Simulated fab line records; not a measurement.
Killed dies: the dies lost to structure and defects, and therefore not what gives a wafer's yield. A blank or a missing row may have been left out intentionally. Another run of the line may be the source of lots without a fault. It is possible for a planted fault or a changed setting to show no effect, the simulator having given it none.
fab line records ; flow sky130
[record] lots = 5; wafers = 15; lastDay = 50
route steps=708 shown RES_XHIGH@332 SD_N@342 PAD_OPEN@708
lots that met no fault: from a run of the same line without faults
startH: start of the lot's first displayed wafer, in hours after the record's first day ; waitH: hours elapsed since this lot's preceding step ; " the same as in the row above ; L1.1+2: a single row standing in for several wafers ; - value missing, or start not given ; * or withheld: withheld ; < > ~ a bound
route shown NAME@n: NAME is a module with steps in the file, n the number in the route of the first one ; usual: the fault-free wafers' mean and standard deviation ; same: alike in all rows ; chamber/n: place in a boat ; sites: readings site by site ; _std_site: how widely they spread, as a standard deviation ; _edge_site: outer sites' mean less inner sites' ; radiusMm: for every site, how far away it sits from the centre of the wafer ; mask NAME#n: copy n ; behind: tool/chamber where the wafer was last shaped ; hold: what put the lot on hold/how long, in hours/how the hold closed ; device: the n, p or np transistor that did not switch ; end of line: the route-end tests of the same wafers ; a step without rows: its recipe alone ; killed: the dies lost at the first sort to structure and to defects; this is not the yield of the wafer ; map: shows each die of a wafer: x if killed, . if not, _ if none is there
set.NAME: the setting as run; set.NAME@STEP: as run at that earlier step ; model.NAME: the simulator's own value behind a step, which no gauge read
lots at some steps of the route; a table a step, a row a wafer
services: from which hour (startH, from the record's first day; less than 0 if before it) a tool's chamber was out of use, for how many hours, and why
[[steps]]
[step SKY_RES_XHIGH_DEHYDRATE_00]
[recipe] tempC = 200; timeS = 60
[step SKY_RES_XHIGH_HMDS_01]
[recipe] primeTimeS = 60; primeTempC = 120
[step SKY_RES_XHIGH_COAT_02]
[recipe] resist = NOVOLAK; spinRpm = 3000; resistThkNm = 1140
[step SKY_RES_XHIGH_SOFTBAKE_03]
[recipe] tempC = 90; timeS = 60; resist = NOVOLAK
[step SKY_RES_XHIGH_EXPOSE_04]
[recipe] maskId = URPM; na = 0.6; sourceShape = conventional; sigmaOuter = 0.6; polarization = unpolarized; targetCdNm = 1270; doseMj = 140
[step SKY_RES_XHIGH_PEB_05]
[recipe] tempC = withheld; timeS = *; resist = NOVOLAK
[step SKY_RES_XHIGH_DEVELOP_06]
[recipe] resist = NOVOLAK; developer = TMAH; developTimeS = 60; devTempC = 23
[step SKY_RES_XHIGH_IMPLANT_07]
[recipe] species = BF2; energyKev = 20; doseCm2 = 3.6e+14; tiltDeg = 0
[step SKY_RES_XHIGH_STRIP_08]
[recipe] chemistry = O2/N2; powerW = 1400; pressureMtorr = 1500; platenTempC = withheld; o2FlowSccm = 3000; n2FlowSccm = 300; overashFraction = 0.5
[usual] drypumpMotorCurrentA = 5.7/0.56; o2FlowSccm = 3001/8.8; oesProductAu = 0.711/0.0044; stripTimeToEndpointS = 14.26/0.048
lot.wafer;tool;chamber;startH;waitH;drypumpMotorCurrentA;o2FlowSccm;oesProductAu;rfHoursCounterH;stripTimeToEndpointS
L506.1;plasmaAsher-02;1;682.07;0.1;6.6;2998;0.713;88;14.22
L506.2;plasmaAsher-02;0;682.07;0.1;5.3;2977;0.706;88;14.21
L506.3;plasmaAsher-02;0;682.07;0.1;5.3;2997;0.709;-;14.19
L508.1;plasmaAsher-03;0;685.79;0.1;5.0;2998;0.712;54;14.30
L508.4;plasmaAsher-03;1;685.79;0.1;6.0;3009;0.717;-;14.31
L508.6;plasmaAsher-03;0;685.79;0.1;5.0;3002;0.713;-;14.27
L512.1;plasmaAsher-03;1;714.99;0.1;6.0;3004;0.711;57;14.34
L512.2;plasmaAsher-03;0;714.99;0.1;5.0;3009;0.715;57;14.36
L512.5;plasmaAsher-03;1;714.99;0.1;6.0;3002;0.708;-;14.35
L513.1;plasmaAsher-04;0;716.44;0.1;5.3;2985;0.711;104;14.23
L513.3;plasmaAsher-04;1;716.44;0.1;6.3;3012;0.717;-;14.20
L513.4;plasmaAsher-04;0;716.44;0.1;5.3;2980;0.703;-;14.20
L524.1;plasmaAsher-04;1;797.19;0.1;6.3;2991;0.713;5;14.21
L524.2;plasmaAsher-04;0;797.19;0.1;5.3;3013;0.713;5;14.24
L524.6;plasmaAsher-04;0;797.19;0.1;5.3;3003;0.718;-;14.25
[step SKY_RES_XHIGH_TW_MEAS_09]
[usual] RES_XHIGH_TW = 1643/16
lot.wafer;tool;chamber;startH;waitH;RES_XHIGH_TW
L506.1;filmMetro-02;-;682.17;0.1;1616
L506.2;filmMetro-02;-;682.17;0.1;1622
L506.3;filmMetro-02;-;682.17;0.1;1608
L508.1;filmMetro-04;-;685.89;0.1;1647
L508.4;filmMetro-04;-;685.89;0.1;1649
L508.6;filmMetro-04;-;685.89;0.1;1659
L512.1;filmMetro-02;-;715.09;0.1;1622
L512.2;filmMetro-02;-;715.09;0.1;1614
L512.5;filmMetro-02;-;715.09;0.1;1613
L513.1;filmMetro-01;-;716.54;0.1;1648
L513.3;filmMetro-01;-;716.54;0.1;1640
L513.4;filmMetro-01;-;716.54;0.1;1644
L524.1;filmMetro-04;-;797.29;0.1;1658
L524.2;filmMetro-04;-;797.29;0.1;1654
L524.6;filmMetro-04;-;797.29;0.1;1656
[step SKY_SD_N_DEHYDRATE_00]
[recipe] tempC = 200; timeS = 60
[step SKY_SD_N_HMDS_01]
[recipe] primeTimeS = 60; primeTempC = 120
[step SKY_SD_N_COAT_02]
[recipe] resist = NOVOLAK; spinRpm = 3000; resistThkNm = 1140
[usual] dispensePressureKPa = 49/5.5; exhaustPa = 45.1/0.85; resistLineTempC = 23.01/0.11
lot.wafer;tool;chamber;startH;waitH;dispensePressureKPa;exhaustPa;resistLineTempC;model.NOVOLAK_of_SD_N_COAT_02.thkNm
L506.1;lithoTrack-01;0;694.59;0.1;44;44.5;23.06;1144
L506.2;lithoTrack-01;0;694.59;0.1;44;42.7;23.10;1142
L506.3;lithoTrack-01;0;694.59;0.1;44;44.8;22.97;1141
L508.1;lithoTrack-02;0;698.49;0.1;51;45.3;23.14;1131
L508.4;lithoTrack-02;0;698.49;0.1;51;46.7;23.00;1133
L508.6;lithoTrack-02;0;698.49;0.1;51;45.7;23.06;1136
L512.1;lithoTrack-03;0;726.52;0.1;58;45.1;22.88;1152
L512.2;lithoTrack-03;0;726.52;0.1;58;45.6;22.92;1148
L512.5;lithoTrack-03;0;726.52;0.1;58;45.5;23.00;1146
L513.1;lithoTrack-02;0;728.54;0.1;51;45.3;23.14;1067
L513.3;lithoTrack-02;0;728.54;0.1;51;44.8;22.98;1070
L513.4;lithoTrack-02;0;728.54;0.1;51;45.3;23.07;1068
L524.1;lithoTrack-01;0;808.59;0.1;44;46.2;22.99;1147
L524.2;lithoTrack-01;0;808.59;0.1;44;45.4;23.01;1144
L524.6;lithoTrack-01;0;808.59;0.1;44;45.9;23.08;1145
[step SKY_SD_N_SOFTBAKE_03]
[recipe] tempC = 90; timeS = 60; resist = NOVOLAK
[step SKY_SD_N_EXPOSE_04]
[recipe] maskId = NSDM; na = 0.6; sourceShape = conventional; sigmaOuter = 0.6; polarization = unpolarized; targetCdNm = 380; doseMj = 141
[step SKY_SD_N_PEB_05]
[recipe] tempC = withheld; timeS = *; resist = NOVOLAK
[step SKY_SD_N_DEVELOP_06]
[recipe] resist = NOVOLAK; developer = TMAH; developTimeS = 60; devTempC = 23
[usual] exhaustPa = 45.1/0.77; resistLineTempC = 23.02/0.1
lot.wafer;tool;chamber;startH;waitH;exhaustPa;resistLineTempC;model.NOVOLAK_of_SD_N_COAT_02.thkNm
L506.1;lithoTrack-02;0;707.09;0.1;46.2;22.89;1143
L506.2;lithoTrack-02;0;707.09;0.1;45.8;22.90;1141
L506.3;lithoTrack-02;0;707.09;0.1;46.0;22.99;1141
L508.1;lithoTrack-01;0;711.09;0.1;45.5;23.10;1130
L508.4;lithoTrack-01;0;711.09;0.1;45.1;23.03;1133
L508.6;lithoTrack-01;0;711.09;0.1;45.3;23.08;1136
L512.1;lithoTrack-03;0;741.07;0.1;44.9;23.17;1152
L512.2;lithoTrack-03;0;741.07;0.1;44.3;23.31;1148
L512.5;lithoTrack-03;0;741.07;0.1;45.4;23.26;1146
L513.1;lithoTrack-02;0;742.74;0.1;44.4;23.05;1066
L513.3;lithoTrack-02;0;742.74;0.1;43.5;23.03;1070
L513.4;lithoTrack-02;0;742.74;0.1;43.8;23.03;1068
L524.1;lithoTrack-02;0;822.34;0.1;45.3;23.19;1147
L524.2;lithoTrack-02;0;822.34;0.1;44.6;23.13;1144
L524.6;lithoTrack-02;0;822.34;0.1;43.1;23.09;1144
[step SKY_SD_N_CD_MEAS_07]
[recipe] targetCdNm = 380
[usual] cdNm = 379.6/2.4
lot.wafer;tool;chamber;startH;waitH;cdNm
L506.1;cdSem-02;-;707.24;0.1;382.4
L506.2;cdSem-02;-;707.24;0.1;384.7
L506.3;cdSem-02;-;707.24;0.1;382.1
L508.1;cdSem-01;-;711.24;0.1;378.4
L508.4;cdSem-01;-;711.24;0.1;378.9
L508.6;cdSem-01;-;711.24;0.1;376.4
L512.1;cdSem-02;-;741.22;0.1;376.6
L512.2;cdSem-02;-;741.22;0.1;376.1
L512.5;cdSem-02;-;741.22;0.1;379.1
L513.1;cdSem-02;-;742.89;0.1;381.5
L513.3;cdSem-02;-;742.89;0.1;382.1
L513.4;cdSem-02;-;742.89;0.1;384.7
L524.1;cdSem-01;-;822.49;0.1;381.1
L524.2;cdSem-01;-;822.49;0.1;378.6
L524.6;cdSem-01;-;822.49;0.1;378.3
[step SKY_SD_N_OVL_MEAS_08]
[usual] SD_N_OVL = 0.3/1.4
lot.wafer;tool;chamber;startH;waitH;SD_N_OVL[nm]
L506.1;overlay-02;-;707.36;0.1;-0.1
L506.2;overlay-02;-;707.36;0.1;0.6
L506.3;overlay-02;-;707.36;0.1;-0.3
L508.1;overlay-01;-;711.36;0.1;0.9
L508.4;overlay-01;-;711.36;0.1;2.1
L508.6;overlay-01;-;711.36;0.1;1.4
L512.1;overlay-02;-;741.34;0.1;2.6
L512.2;overlay-02;-;741.34;0.1;1.5
L512.5;overlay-02;-;741.34;0.1;0.2
L513.1;overlay-02;-;743.01;0.1;0.7
L513.3;overlay-02;-;743.01;0.1;-1.2
L513.4;overlay-02;-;743.01;0.1;-0.3
L524.1;overlay-01;-;822.61;0.1;0.3
L524.2;overlay-01;-;822.61;0.1;-2.9
L524.6;overlay-01;-;822.61;0.1;-0.8
[step SKY_SD_N_IMPLANT_09]
[recipe] species = As; energyKev = 50; doseCm2 = 4e+15; tiltDeg = 0
[step SKY_SD_N_IMPLANT_10]
[recipe] species = P; energyKev = 20; doseCm2 = 1e+14; tiltDeg = 0
[step SKY_SD_N_STRIP_11]
[recipe] chemistry = O2/N2; powerW = 1400; pressureMtorr = 1500; platenTempC = withheld; o2FlowSccm = 3000; n2FlowSccm = 300; overashFraction = 0.5
[usual] drypumpMotorCurrentA = 5.8/0.58; o2FlowSccm = 3000/8.9; oesProductAu = 0.527/0.0043; stripTimeToEndpointS = 22.54/0.047
lot.wafer;tool;chamber;startH;waitH;drypumpMotorCurrentA;o2FlowSccm;oesProductAu;rfHoursCounterH;stripTimeToEndpointS
L506.1;plasmaAsher-01;0;707.70;0.1;5.7;2994;0.525;28;22.58
L506.2;plasmaAsher-01;1;707.70;0.1;6.5;2994;0.528;28;22.53
L506.3;plasmaAsher-01;1;707.70;0.1;6.5;3014;0.535;-;22.55
L508.1;plasmaAsher-01;1;711.70;0.1;6.4;3002;0.522;28;22.44
L508.4;plasmaAsher-01;1;711.70;0.1;6.4;3007;0.525;-;22.48
L508.6;plasmaAsher-01;1;711.70;0.1;6.4;3010;0.524;-;22.51
L512.1;plasmaAsher-03;0;741.67;0.1;5.0;2990;0.535;59;22.64
L512.2;plasmaAsher-03;1;741.67;0.1;5.9;3007;0.522;59;22.62
L512.5;plasmaAsher-03;1;741.67;0.1;5.9;3024;0.530;-;22.61
L513.1;plasmaAsher-01;0;743.35;0.1;5.6;3003;0.515;31;21.67
L513.3;plasmaAsher-01;0;743.35;0.1;5.6;3014;0.521;-;21.70
L513.4;plasmaAsher-01;1;743.35;0.1;6.4;2997;0.521;-;21.69
L524.1;plasmaAsher-03;1;822.95;0.1;6.0;2996;0.528;68;22.63
L524.2;plasmaAsher-03;0;822.95;0.1;5.0;2989;0.530;68;22.60
L524.6;plasmaAsher-03;0;822.95;0.1;4.9;2990;0.530;-;22.62
[step SKY_SD_N_TW_MEAS_12]
[usual] SD_N_TW = 3976/46
lot.wafer;tool;chamber;startH;waitH;SD_N_TW
L506.1;filmMetro-01;-;707.80;0.1;4004
L506.2;filmMetro-01;-;707.80;0.1;3992
L506.3;filmMetro-01;-;707.80;0.1;3981
L508.1;filmMetro-01;-;711.80;0.1;4003
L508.4;filmMetro-01;-;711.80;0.1;3982
L508.6;filmMetro-01;-;711.80;0.1;3971
L512.1;filmMetro-01;-;741.77;0.1;3991
L512.2;filmMetro-01;-;741.77;0.1;4003
L512.5;filmMetro-01;-;741.77;0.1;4013
L513.1;filmMetro-01;-;743.45;0.1;3997
L513.3;filmMetro-01;-;743.45;0.1;4005
L513.4;filmMetro-01;-;743.45;0.1;3989
L524.1;filmMetro-02;-;823.05;0.1;3955
L524.2;filmMetro-02;-;823.05;0.1;3929
L524.6;filmMetro-02;-;823.05;0.1;3939
[step SKY_PAD_OPEN_PROBE_99]
[usual] killed_at_M0_to_M3 = 43/6.8; killed_at_M4_up = 2.9/1.7; killedAtContacts = 24/5.4; killedAtFrontEnd = 15/4.8; killedAtOther = 0.3/0.57; killedDies = 85/9.4; killedOpen = 47/7.5; killedShort = 38/5.7
[same] grossDies = 492; killedAtBackSide = 0
lot.wafer;tool;chamber;startH;waitH;killed_at_M0_to_M3;killed_at_M4_up;killedAtContacts;killedAtFrontEnd;killedAtOther;killedDies;killedOpen;killedShort
L506.1;prober-01;-;1113.81;0.1;48;3;29;8;0;88;47;41
L506.2;prober-01;-;1113.86;0.1;43;4;27;8;0;82;43;39
L506.3;prober-01;-;1113.91;0.2;54;2;22;17;0;95;50;45
L508.1;prober-02;-;1118.07;0.1;32;3;27;18;0;80;40;40
L508.4;prober-02;-;1118.22;0.2;48;2;18;16;0;84;53;31
L508.6;prober-02;-;1118.32;0.2;47;5;13;13;0;78;46;32
L512.1;prober-02;-;1141.59;0.1;41;3;16;15;0;75;44;31
L512.2;prober-02;-;1141.64;0.1;34;2;29;16;0;81;44;37
L512.5;prober-02;-;1141.79;0.2;42;1;33;14;0;90;63;27
// killed by level:class
L506.1 VIA2:geometricParticle:open=11 LI_CONTACT:geometricParticle:open=9 VIA1:geometricParticle:open=9 VIA1:geometricParticle:short=8 CONTACT:geometricParticle:short=8 CONTACT:geometricParticle:open=7 METAL1:geometricParticle:short=5 METAL2:geometricParticle:short=5
L506.2 VIA1:geometricParticle:open=13 CONTACT:geometricParticle:open=8 LI_CONTACT:geometricParticle:open=7 LOCAL_INTERCONNECT:geometricParticle:short=6 VIA3:geometricParticle:open=6 VIA1:geometricParticle:short=5 VIA3:geometricParticle:short=5 CONTACT:geometricParticle:short=4
L506.3 VIA3:geometricParticle:open=11 VIA1:geometricParticle:open=10 VIA2:geometricParticle:open=7 METAL1:geometricParticle:short=7 POLY_GATE:geometricParticle:short=6 CONTACT:geometricParticle:open=6 VIA1:geometricParticle:short=6 LI_CONTACT:geometricParticle:open=5
L508.1 CONTACT:geometricParticle:open=8 LOCAL_INTERCONNECT:geometricParticle:short=7 VIA2:geometricParticle:open=7 VIA3:geometricParticle:open=7 FIELD_ISO:geometricParticle:short=6 LI_CONTACT:geometricParticle:open=6 POLY_GATE:geometricParticle:open=5 POLY_GATE:geometricParticle:short=4
L508.4 VIA1:geometricParticle:open=19 LI_CONTACT:geometricParticle:open=7 CONTACT:geometricParticle:open=7 VIA2:geometricParticle:open=7 METAL1:geometricParticle:short=6 VIA2:geometricParticle:short=5 FIELD_ISO:geometricParticle:short=4 POLY_GATE:geometricParticle:open=4
L508.6 VIA1:geometricParticle:open=14 CONTACT:geometricParticle:open=8 METAL1:geometricParticle:short=6 METAL2:geometricParticle:short=5 VIA2:geometricParticle:open=5 VIA1:geometricParticle:short=4 METAL4:geometricParticle:short=4 FIELD_ISO:geometricParticle:open=3
L512.1 CONTACT:geometricParticle:open=10 VIA1:geometricParticle:open=9 VIA3:geometricParticle:open=6 VIA3:geometricParticle:short=5 FIELD_ISO:geometricParticle:open=4 METAL1:geometricParticle:short=4 VIA2:geometricParticle:short=4 VIA2:geometricParticle:open=4
L512.2 VIA1:geometricParticle:open=15 CONTACT:geometricParticle:short=9 CONTACT:geometricParticle:open=8 FIELD_ISO:geometricParticle:short=5 POLY_GATE:geometricParticle:short=5 LI_CONTACT:geometricParticle:open=5 LOCAL_INTERCONNECT:geometricParticle:short=5 VIA3:geometricParticle:open=5
L512.5 LI_CONTACT:geometricParticle:open=14 VIA1:geometricParticle:open=11 CONTACT:geometricParticle:open=10 VIA3:geometricParticle:open=10 CONTACT:geometricParticle:short=7 FIELD_ISO:geometricParticle:open=6 VIA2:geometricParticle:open=5 VIA1:geometricParticle:short=4
[[services]]
tool;chamber;startH;hours;kind
plasmaAsher-02;-;658.28;0.7;repair
plasmaAsher-03;-;689.29;3.5;repair
plasmaAsher-04;-;733.75;9.0;pm
plasmaAsher-04;0;733.75;9.0;ventCycle
plasmaAsher-04;1;733.75;9.0;ventCycle
plasmaAsher-04;0;742.75;-;clean
plasmaAsher-04;1;742.75;-;clean
plasmaAsher-04;-;758.09;2.7;repair
[[key]]
[firstSign] step = SKY_SD_N_STRIP_11; reading = stripTimeToEndpointS; direction = down; sigmas = 18; usual = *; struck = *; through = *
effect none on later readings
[modelEffect] step = SKY_SD_N_COAT_02; value = NOVOLAK_of_SD_N_COAT_02.thkNm; without = 1135; struck = 1068
[modelEffect] step = SKY_SD_N_DEVELOP_06; value = NOVOLAK_of_SD_N_COAT_02.thkNm; without = 1134; struck = 1068
metAt SKY_SD_N_COAT_02
struckWafers L513.1,L513.3,L513.4
testerLeftOut L513
[loopTrim] step = SKY_SD_N_EXPOSE_04; setting = dose; lots = L513
onsetBetween 698.49 728.54
alsoFits SKY_SD_N_STRIP_11:plasmaAsher-01
[fault] kind = processParameterDrift; tool = lithoTrack-02; chamber = -; onsetH = 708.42; steps = SKY_SD_N_COAT_02; channel = resistThkNm; offset = -66.455; shape = step; endH = 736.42; actsIn = theseRecipesOnly; stated = 1140
// testerLeftOut: of these lots the tester's yield and bins aren't shown, on N5 and GAA mostly nor the transistor test; their killed dies are dies lost to structure and defects alone, not to doping, threshold or leakage, so they don't give the yield
// loopTrim: a control loop set the setting to another value than it would have without faults
